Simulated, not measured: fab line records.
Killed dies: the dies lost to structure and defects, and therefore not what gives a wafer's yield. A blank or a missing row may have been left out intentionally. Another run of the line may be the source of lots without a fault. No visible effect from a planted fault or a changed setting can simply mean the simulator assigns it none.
Struck lot and sound lot, side by side ; flow gf180mcu ; 15 out of 602 route steps
Sound: the wafers L637.2, L637.5, L637.6. Struck: wafer L648.4. (L648.2, L648.3 of the same lot were not struck and are left out.) The cause comes at the end.
Per side, at each step with rows, come the tool, then ch with its chambers, and then its first start. Under that, the readings that differ: sound wafers ; struck wafers ; difference of the means ; sigmas: that difference in standard deviations of wafers without a fault.
alike: readings whose means differ by less than 2 such deviations, and words and numbers that are the same on both sides. not compared: withheld readings, readings that some wafer has no value for, bounds like >300 that may hide the same value, and numbers for which the record gives no deviation and whose values overlap.
A row with sigmas, a row that says differs or no value, or rows on one side alone: a step with any of these is where the two part. When numbers do not overlap yet have no deviation, they are printed without sigmas and do not part them. A reading that every wafer of one side lacks parts them only if that side has two wafers or more.

first, 3 steps without rows for these wafers: GF_V5_EXPOSE_11 (exposes mask Via5, target cd 260 nm); GF_V5_PEB_12 (peb time 90 s); GF_V5_DEVELOP_13 (develop time 60 s).
GF_V5_CD_MEAS_14 targets a cd of 260 nm.
  sound: cdSem-01 at day 30 00:34; struck: cdSem-02 at day 32 20:13
  alike: cdNm
GF_V5_OVL_MEAS_15:
  sound: overlay-02 at day 30 00:40; struck: overlay-02 at day 32 20:19
  alike: V5_OVL
GF_V5_ETCH_16: etches BARC in N2/H2.
  sound on rieDiel-02 ch 1,2, day 30 00:42; struck on rieDiel-02 ch 1, day 32 20:21
reading;sound;struck;difference;sigmas
throttleValvePct (%);13.226 13.218 13.223;13.245;+0.023;+2
  alike: drypumpMotorCurrentA, oesProductAu
GF_V5_ETCH_17: etches SiO2 in C4F8/O2/Ar, stops on TiN, target depth 855 nm.
  sound: rieDiel-02 ch 1,2; struck: rieDiel-02 ch 1
  alike: oesProductAu
GF_V5_STRIP_18: strips in O2/N2.
  sound on plasmaAsher-04 ch 0,1, day 30 00:51; struck on plasmaAsher-04 ch 1, day 32 20:30
  alike: drypumpMotorCurrentA, heaterPowerW, oesProductAu
  not compared: rfHoursCounterH
then, 2 steps without rows for these wafers: GF_V5_STRIP_19 (strips in post etch residue remover, time 1200 s); GF_V5_CLEAN_20 (cleans in DIW).
GF_V5_SPUTTER_21: material Ti, target thk 15 nm, time 80.02 s.
  sound: pvdSputter-02 at day 30 01:23; struck: pvdSputter-02 at day 32 21:02
reading;sound;struck;difference;sigmas
substrateTempC (C);200.06 199.92 199.97;199.57;-0.41;-3
  alike: throttleValvePct
GF_V5_SPUTTER_22: material TiN, target thk 10 nm, time 40 s.
  sound: pvdSputter-02 at day 30 01:26; struck: pvdSputter-02 at day 32 21:06
  alike: throttleValvePct
GF_V5_CVD_23: deposits W, target thk 350 nm, time 104.9 s.
  sound on cvdW-02 ch 0,1, day 30 01:29; struck on cvdW-02 ch 0, day 32 21:08
reading;sound;struck;difference;sigmas
chamberPressureTorr (Torr);40.06 40.14 40.02;37.15;-2.92;-36
model.W_of_V5_CVD_23.thkNm (nm);348.9 347.2 346.4;340.8;-6.7;
  alike: heaterPowerOuterW, heaterPowerW
GF_V5_RS_MEAS_24: a four-point-probe measurement.
  sound: filmMetro-01 at day 30 01:37; struck: filmMetro-03 at day 32 21:16
  alike: V5_W_RS
GF_PASSIVATION_PROBE_99:
  the record has rows for the sound wafers here (prober-02, day 31 18:38) and none for the struck ones

WHERE THEY PART
Last at GF_PASSIVATION_PROBE_99 as far as this record goes, first at GF_V5_ETCH_16.

WHY: what the simulator had put in
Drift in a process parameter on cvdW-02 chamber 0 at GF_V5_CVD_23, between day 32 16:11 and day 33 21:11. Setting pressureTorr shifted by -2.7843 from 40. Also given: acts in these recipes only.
